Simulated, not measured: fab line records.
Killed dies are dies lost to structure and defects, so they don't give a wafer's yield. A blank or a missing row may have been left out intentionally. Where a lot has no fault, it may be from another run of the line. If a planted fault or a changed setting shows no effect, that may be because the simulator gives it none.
Chamber matching -- flow gf180mcu -- 4 sister chambers for GF_V2_CMP_04 on cmp-01
The step polishes SiO2. 16 wafers are shown with their chamber, then 8 later ones without.

== EACH WAFER AND ITS CHAMBER ==
wafer,chamber,motor_current_A (A),time_to_endpoint_s (s)
L281.2,1,9.3,81
L281.4,2,11.1,84
L281.5,1,9.4,85
L283.1,3,12.1,80
L283.2,2,11.1,80
L283.3,1,9.5,73
L284.1,0,12.2,87
L284.4,3,12.4,79
L284.6,1,9.4,87
L289.2,0,12.5,78
L289.5,3,12.0,77
L289.6,2,10.7,79
L290.2,2,10.2,68
L290.5,2,10.7,76
L290.6,3,12.4,79
L291.2,1,9.3,76

SIGNATURES (averages over the wafers above)
reading,chamber 0,chamber 1,chamber 2,chamber 3,scatter within a chamber
motor_current_A,12.350,9.380,10.760,12.225,0.25
time_to_endpoint_s,82.50,80.40,77.40,78.75,5.23
Rule: a wafer lies at a distance from a chamber equal to the root of the sum of squares, over the readings, of (its reading less the chamber's mean, divided by the reading's scatter). The wafer belongs to the nearest chamber; if the next one is less than 2 further off, it can't be placed. The scatter: the root of (the sum of the squares of (reading less its chamber's mean) over the shown wafers, divided by (wafers less chambers)).

== WAFERS WITHOUT THEIR CHAMBER ==
wafer,motor_current_A (A),time_to_endpoint_s (s)
L291.4,11.6,75
L291.6,11.0,76
L297.3,12.8,71
L297.4,10.5,73
L297.6,12.6,83
L303.1,12.4,82
L303.5,11.6,85
L303.6,10.9,70

== WHICH CHAMBER EACH WENT THROUGH ==
wafer,from the rows above,in truth
L291.4,can't be placed: 3 or 0 or 2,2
L291.6,2,2
L297.3,can't be placed: 3 or 0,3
L297.4,2,2
L297.6,can't be placed: 0 or 3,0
L303.1,can't be placed: 0 or 3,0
L303.5,can't be placed: 3 or 0 or 2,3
L303.6,2,2
3 of 8 placed correctly. Cannot be placed on the basis of these rows: 5; the candidates contain the true chamber in 5. Wrongly placed: 0.
